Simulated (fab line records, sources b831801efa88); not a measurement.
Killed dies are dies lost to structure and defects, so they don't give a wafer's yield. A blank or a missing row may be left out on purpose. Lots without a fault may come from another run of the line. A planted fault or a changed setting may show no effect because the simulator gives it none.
One fault seen from 2 desks | flow gf180mcu | each desk has only its own numbers; what lay behind them comes last

THE TOOL OWNER'S DESK: pvd_sputter-02
The tool's own readings at GF_M1_SPUTTER_04 (material TiN, target thk 50 nm, time 41.7 s): means of the sampled wafers that have a number, for each lot that ran on this tool. A lot is out of limits, marked OUT, if its mean lies more than 4 standard deviations from the usual mean; the brackets give that distance.
Columns: A = throttle_valve_pct at GF_M1_SPUTTER_04, usual 30.0 %
lot  | first seen here | A
L741 | day 17 06:47    | 29.2
L753 | day 21 21:45    | 29.9
This desk's finding: nothing out of limits on any of the 2 lots.

THE METROLOGY DESK
What the gauges read, lot by lot, whatever tool the lot ran on: means of the sampled wafers that have a number. A lot is out of limits, marked OUT, if its mean lies more than 4 standard deviations from the usual mean; the brackets give that distance. Of its 9 readings 7 are shown: those that lie furthest out on some lot.
Columns: A = CONTACT_W_RS at GF_CONTACT_RS_MEAS_25, usual 0.381 ohm/sq; B = CONTACT_W_THK at GF_CONTACT_THK_MEAS_26, usual 319 nm; C = M1_ALCU_THK at GF_M1_THK_MEAS_06, usual 447 nm; D = cd_nm at GF_M1_CD_MEAS_14, usual 230.1 nm; E = M1_OVL at GF_M1_OVL_MEAS_15, usual 0 nm; F = V1_CVD_02_THK at GF_V1_THK_MEAS_03, usual 852 nm; G = V1_BOW at GF_V1_BOW_MEAS_05, usual 83 um
lot  | first seen here | A     | B   | C   | D     | E  | F   | G
L740 | day 16 10:00    | 0.382 | 317 | 442 | 229.6 | 7  | 839 | 84
L741 | day 17 06:07    | 0.385 | 319 | 442 | 229.1 | 3  | 855 | 81
L744 | day 18 01:16    | 0.383 | 320 | 452 | 230.0 | -2 | 842 | 78
L753 | day 21 21:08    | 0.386 | 313 | 454 | 231.3 | 5  | 859 | 73
L762 | day 24 01:31    | 0.380 | 318 | 441 | 230.7 | -3 | 847 | 83
This desk's finding: nothing out of limits on any of the 5 lots.

PUT TOGETHER
The tool owner's desk saw nothing out of limits.
The metrology desk saw nothing out of limits.

WHAT THE SIMULATOR HAD PUT IN
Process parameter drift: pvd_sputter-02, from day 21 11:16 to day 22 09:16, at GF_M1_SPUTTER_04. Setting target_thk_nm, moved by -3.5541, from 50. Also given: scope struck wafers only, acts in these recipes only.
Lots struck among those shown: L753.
